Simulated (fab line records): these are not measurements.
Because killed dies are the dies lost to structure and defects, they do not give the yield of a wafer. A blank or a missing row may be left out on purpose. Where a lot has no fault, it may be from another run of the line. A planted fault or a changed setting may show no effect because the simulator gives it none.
Split-lot study ; flow sky130 ; route with 708 steps; 5 lots, 23 wafers read

THE SPLIT
At SKY_PAD_OPEN_COAT_02 (resist thk 3000 nm), the setting resistThkNm was moved away from the recipe's 3000 nm on 7 of the 23 wafers read, by -1.9% to +3.4%. The other wafers ran this setting at the recipe's value.

The reading is taken at the split's own step.

THE READING
coat_of_PAD_OPEN_COAT_02.thkNm (the simulator's own value, which no gauge read), in nm, at SKY_PAD_OPEN_COAT_02 (resist thk 3000 nm). The file gives no usual value for it. Here, 16 wafers ran the recipe; their average is 2998 nm with a standard deviation of 6.6 nm.

wafer;tool, chamber at the split;resistThkNm as run, nm;against the recipe;coat_of_PAD_OPEN_COAT_02.thkNm, nm;against lot-mates on the recipe
L074.1;lithoTrack-02, 0;3000;recipe;2995;-
L074.4;lithoTrack-02, 0;3000;recipe;2995;-
L074.2;lithoTrack-02, 0;3086;+2.9%;3070;+75
L074.3;lithoTrack-02, 0;3086;+2.9%;3086;+91
L074.5;lithoTrack-02, 0;3086;+2.9%;3077;+82
L076.1;lithoTrack-04, 0;2942;-1.9%;2935;-62
L076.2;lithoTrack-04, 0;2942;-1.9%;2937;-60
L076.3;lithoTrack-04, 0;3000;recipe;2996;-
L076.5;lithoTrack-04, 0;3000;recipe;2995;-
L076.6;lithoTrack-04, 0;3000;recipe;3001;-
L081.1;lithoTrack-04, 0;3000;recipe;2997;-
L081.2;lithoTrack-04, 0;3000;recipe;2997;-
L081.3;lithoTrack-04, 0;3000;recipe;2996;-
L081.5;lithoTrack-04, 0;3101;+3.4%;3101;+104
L081.6;lithoTrack-04, 0;3101;+3.4%;3088;+91
L083.2;lithoTrack-03, 0;3000;recipe;2993;-
L083.3;lithoTrack-03, 0;3000;recipe;2988;-
L083.4;lithoTrack-03, 0;3000;recipe;3001;-
L083.5;lithoTrack-03, 0;3000;recipe;2987;-
L083.6;lithoTrack-03, 0;3000;recipe;3003;-
L084.1;lithoTrack-03, 0;3000;recipe;2999;-
L084.2;lithoTrack-03, 0;3000;recipe;3009;-
L084.5;lithoTrack-03, 0;3000;recipe;3014;-

FIT RESULTS
A straight line over all 23 wafers: coat_of_PAD_OPEN_COAT_02.thkNm changes by +29 nm for each +1% of resistThkNm; r = +0.99; the points scatter about the line by 6.9 nm.
The same after taking each lot's own level away (the mean of its wafers on the recipe; 23 wafers): +29.5 nm for each +1%; r = +0.99; scatter 5.4 nm.
On that fit, the largest move of resistThkNm shifts the reading by 99 nm.
From 2994.4 to 3007.3 nm: that is the span of the lots' own levels, equal to 2.0 times the standard deviation above.
The two slopes are in agreement: the lot-to-lot level therefore moves the slope only a little.
Check: +96.9 nm against its lot-mates is what the line predicts for one of the wafers moved furthest among these (+3.4%) when that wafer is left out of the fit. It came out at +104 nm against them.

OTHER SPLITS ON THESE WAFERS
Before the reading, these wafers also passed through other splits. Each is held against what the fit with the lots' levels taken away leaves over:
other split on the same wafers;wafers away from the commonest value;r with coat_of_PAD_OPEN_COAT_02.thkNm (lot level and that fit taken away)
SKY_PASSIVATION_COAT_06 spinRpm;6;-0.26

FILE'S OWN FIT
coat_of_PAD_OPEN_COAT_02.thkNm changes by +29.4 nm for each +1% of resistThkNm, r = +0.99.
